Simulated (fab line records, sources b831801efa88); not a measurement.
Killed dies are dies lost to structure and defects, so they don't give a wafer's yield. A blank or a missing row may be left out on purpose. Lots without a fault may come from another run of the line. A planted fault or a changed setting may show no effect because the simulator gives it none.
fab line records | flow gf180mcu
record lots=6 wafers=18 last_day=31
route steps=602 shown V1@335
lots that met no fault: from a run of the same line without faults
start_h: hours from the record's first day to the start of the lot's first wafer shown | wait_h: hours since the lot's step before | " the same as in the row above | L1.1+2: a row that stands for several wafers | - no value, or no start given | * or withheld: withheld | < > ~ a bound
route shown NAME@n: a module of which the file shows steps, and the number in the route of the first | usual: mean/standard deviation of fault-free wafers | same: alike in all rows | chamber/n: place in a boat | sites: the reading at each site | _std_site: their standard deviation | _edge_site: outer sites' mean less inner sites' | radius_mm: how far each site lies from the wafer's centre | mask NAME#n: copy n | behind: the tool/chamber that last shaped the wafer | hold: why the lot was held/for how many hours/how that ended | device: the transistor (n, p or np) that didn't switch | end of line: the same wafers' tests at the end of the route | a step without rows: its recipe alone | killed: dies lost to structure and defects at the first sort, not the wafer's yield | map: a wafer's dies, x killed, . not, _ none there
set.NAME: the setting as run; set.NAME@STEP: as run at that earlier step | model.NAME: the simulator's own value behind a step, which no gauge read
lots at some steps of the route; a table a step, a row a wafer
services: from which hour (start_h, from the record's first day; less than 0 if before it) a tool's chamber was out of use, for how many hours, and why
## steps
# step GF_V1_CVD_00
# recipe material=SiO2 target_thk_nm=600 sigma_open_frac=0.3 temp_c=400 time_s=100 sih4_flow_sccm=60 pressure_mtorr=6
# step GF_V1_THK_MEAS_01
# recipe reads=SiO2_of_V1_CVD_00
# usual V1_CVD_00_THK=597/6.4
# columns lot.wafer tool chamber start_h wait_h V1_CVD_00_THK[nm]
L472.1 film_metro-03 - 396.72 0.0 607
L472.4 " - " " 606
L472.6 " - " " 587
L474.2 film_metro-02 - 409.89 0.0 601
L474.4 " - " " 608
L474.5 " - " " 606
L482.2 film_metro-02 - 478.46 0.0 605
L482.5 " - " " 598
L482.6 " - " " 600
L483.2 film_metro-02 - 490.66 0.0 592
L483.3 " - " " 591
L483.4 " - " " 594
L494.2 film_metro-04 - 573.60 0.0 590
L494.5 " - " " 599
L494.6 " - " " 594
L495.3 film_metro-03 - 582.49 0.1 598
L495.4 " - " " 598
L495.6 " - " " 606
# step GF_V1_CVD_02
# recipe material=SiO2 target_thk_nm=850 precursor=TEOS temp_c=400 time_s=94.851 rf_w=600
# usual heater_power_w=655/110
# columns lot.wafer tool chamber start_h wait_h heater_power_w
L472.1 pecvd-02 0 396.78 0.1 717
L472.4 " 2 " " 752
L472.6 " 0 " " 573
L474.2 pecvd-01 0 409.94 0.0 739
L474.4 " 0 " " 753
L474.5 " 2 " " 569
L482.2 pecvd-02 1 478.51 0.0 789
L482.5 " 1 " " 637
L482.6 " 2 " " 718
L483.2 pecvd-02 2 490.71 0.0 750
L483.3 " 0 " " 668
L483.4 " 0 " " 715
L494.2 pecvd-01 0 573.65 0.0 711
L494.5 " 1 " " 584
L494.6 " 2 " " 574
L495.3 pecvd-04 0 582.53 0.0 747
L495.4 " 1 " " 654
L495.6 " 2 " " 457
# step GF_V1_THK_MEAS_03
# recipe reads=SiO2_of_V1_CVD_02
# usual V1_CVD_02_THK=852/11
# columns lot.wafer tool chamber start_h wait_h V1_CVD_02_THK[nm]
L472.1 film_metro-02 - 396.84 0.0 832
L472.4 " - " " 863
L472.6 " - " " 863
L474.2 film_metro-03 - 410.02 0.0 834
L474.4 " - " " 849
L474.5 " - " " 862
L482.2 film_metro-02 - 478.59 0.0 841
L482.5 " - " " 857
L482.6 " - " " 860
L483.2 film_metro-04 - 490.79 0.0 850
L483.3 " - " " 846
L483.4 " - " " 855
L494.2 film_metro-03 - 573.73 0.0 839
L494.5 " - " " 865
L494.6 " - " " 859
L495.3 film_metro-02 - 582.62 0.1 839
L495.4 " - " " 850
L495.6 " - " " 870
# step GF_V1_CMP_04
# recipe material=SiO2 down_force_psi=4 platen_rpm=60 pad_velocity_m_s=0.94248
# usual edge_zone_pressure_frac=1.000/0.005 motor_current_A=12.1/0.92 platen_rpm=60.00/0.039 time_to_endpoint_s=81/5.3
# columns lot.wafer tool chamber start_h wait_h edge_zone_pressure_frac motor_current_A platen_rpm time_to_endpoint_s
L472.1 cmp-01 0 396.90 0.1 0.995 10.7 59.97 72
L472.4 " 2 " " 0.994 13.9 59.97 84
L472.6 " 0 " " 0.993 10.6 59.99 82
L474.2 cmp-01 3 410.12 0.1 0.997 12.2 60.01 78
L474.4 " 0 " " 1.003 10.6 60.04 80
L474.5 " 2 " " 1.003 13.9 60.01 84
L482.2 cmp-01 2 478.74 0.1 1.003 14.2 60.01 77
L482.6 " 0 " " 1.000 10.7 59.96 83
L482.5 " 1 " " 1.003 11.8 59.98 82
L483.3 cmp-02 0 490.84 0.0 1.003 11.5 60.07 82
L483.4 " 2 " " 0.999 12.4 60.00 88
L483.2 " 3 " " 0.997 11.8 60.02 78
L494.2 cmp-02 0 573.78 0.0 1.008 11.9 60.07 75
L494.6 " 0 " " 1.009 12.2 60.05 83
L494.5 " 1 " " 0.999 12.1 60.04 87
L495.4 cmp-02 2 582.66 0.0 1.007 11.8 60.01 86
L495.3 " 0 " " 0.996 11.4 60.03 76
L495.6 " 3 " " 1.001 11.6 59.97 87
# step GF_V1_BOW_MEAS_05
# recipe mode=bow
# usual V1_BOW=81/7.9
# columns lot.wafer tool chamber start_h wait_h V1_BOW[um]
L472.1 film_metro-04 - 397.20 0.2 81
L472.4 " - " " 76
L472.6 " - " " 74
L474.2 film_metro-04 - 410.39 0.2 77
L474.4 " - " " 83
L474.5 " - " " 74
L482.2 film_metro-02 - 478.96 0.2 75
L482.5 " - " " 88
L482.6 " - " " 93
L483.2 film_metro-03 - 491.16 0.1 84
L483.3 " - " " 79
L483.4 " - " " 91
L494.2 film_metro-02 - 574.10 0.3 82
L494.5 " - " " 77
L494.6 " - " " 71
L495.3 film_metro-04 - 583.00 0.2 83
L495.4 " - " " 77
L495.6 " - " " 91
# step GF_V1_DEHYDRATE_06
# recipe temp_c=200 time_s=60
# step GF_V1_HMDS_07
# recipe prime_time_s=60 prime_temp_c=120
# step GF_V1_COAT_08
# recipe resist=BARC temp_c=withheld time_s=withheld spin_rpm=withheld resist_thk_nm=withheld
# step GF_V1_COAT_09
# recipe resist=KrF spin_rpm=withheld resist_thk_nm=1000
# step GF_V1_SOFTBAKE_10
# recipe temp_c=130 time_s=60 resist=KrF
# step GF_V1_EXPOSE_11
# recipe mask_id=Via1 target_cd_nm=260 na=0.68 source_shape=conventional sigma_outer=0.6 dose_mj=38
# step GF_V1_PEB_12
# recipe peb_temp_c=136 peb_time_s=90 resist=KrF
# usual chill_plate_temp_C=23.02/0.1 exhaust_pa=45.0/0.91 heater_power_total_W=86.52/0.084 peb_time_s=90/0 plate_temp_C=136.02/0.14 resist_line_temp_C=23.00/0.1
# columns lot.wafer tool chamber start_h wait_h chill_plate_temp_C exhaust_pa heater_power_total_W peb_time_s plate_temp_C resist_line_temp_C
L472.1 litho_track-04 0 419.55 - 23.01 45.3 86.47 90 136.08 23.00
L472.4 " 0 " " 22.99 45.5 86.54 90 136.03 23.02
L472.6 " 0 " " 22.98 44.3 86.58 90 136.02 23.02
L474.2 litho_track-01 0 434.15 - 23.15 44.2 86.52 90 135.71 22.89
L474.4 " 0 " " 22.93 42.2 86.58 90 136.00 23.07
L474.5 " 0 " " 22.91 44.1 86.52 90 135.86 22.91
L482.2 litho_track-03 0 502.51 - 22.97 46.0 86.49 90 136.14 23.14
L482.5 " 0 " " 23.08 43.6 86.46 90 136.31 22.86
L482.6 " 0 " " 23.17 43.8 86.52 90 136.03 23.03
L483.2 litho_track-01 0 514.70 - 23.19 44.5 86.65 90 136.11 22.81
L483.3 " 0 " " 23.17 46.0 86.48 90 136.22 22.92
L483.4 " 0 " " 23.04 44.4 86.48 90 136.14 22.85
L494.2 litho_track-01 - 595.15 - - - - - - -
L494.5 " - " " - - - - - -
L494.6 " - " " - - - - - -
L495.3 litho_track-03 - 603.99 - - - - - - -
L495.4 " - " " - - - - - -
L495.6 " - " " - - - - - -
# step GF_V1_DEVELOP_13
# recipe develop_time_s=60 resist=KrF dev_temp_c=21
## services
# columns tool chamber start_h hours kind
cmp-01 - 376.26 18.0 repair
pecvd-02 - 386.39 5.5 pm
pecvd-01 2 393.88 3.9 repair
cmp-02 - 395.84 6.0 pm
pecvd-01 - 399.84 0.7 repair
cmp-02 - 404.00 4.0 pm
cmp-01 - 438.18 3.4 pm
pecvd-01 2 454.10 6.6 repair
cmp-01 - 458.61 1.6 repair
cmp-02 - 460.99 3.2 repair
pecvd-01 1 461.12 9.0 repair
cmp-01 - 467.61 1.4 repair
pecvd-02 2 470.33 4.5 repair
pecvd-02 - 470.61 0.5 repair
cmp-01 - 474.59 0.4 repair
pecvd-01 - 497.69 5.2 repair
pecvd-01 - 498.48 1.8 repair
cmp-01 - 501.15 16.3 pm
cmp-01 - 517.41 4.2 pm
cmp-01 - 525.32 0.4 repair
cmp-01 - 542.90 0.3 repair
pecvd-02 - 555.76 6.0 pm
cmp-01 - 572.28 4.0 pm
pecvd-01 - 591.12 14.0 pm
## key
first_sign step=GF_V1_PEB_12 reading=tool_record direction=missing
effect none on later readings
met_at GF_V1_PEB_12
struck_wafers L494.2,L494.5,L494.6,L495.3,L495.4,L495.6
later_rows_left_out L494.2,L494.5,L494.6,L495.3,L495.4,L495.6
sort_left_out L494.2,L494.5,L494.6,L495.3,L495.4,L495.6
onset_between 514.70 595.15
fault kind=skipped_step_whole tool=litho_track-01,litho_track-03 chamber=- onset_h=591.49 steps=GF_V1_PEB_12 scope=struck_lots_only
# sort_left_out: the simulated sort isn't trusted on such a fault, so these wafers' sort isn't shown, and their yield isn't known
# later_rows_left_out: the simulator's readings of these wafers behind a module that went badly wrong aren't trusted and aren't shown, but for the sort
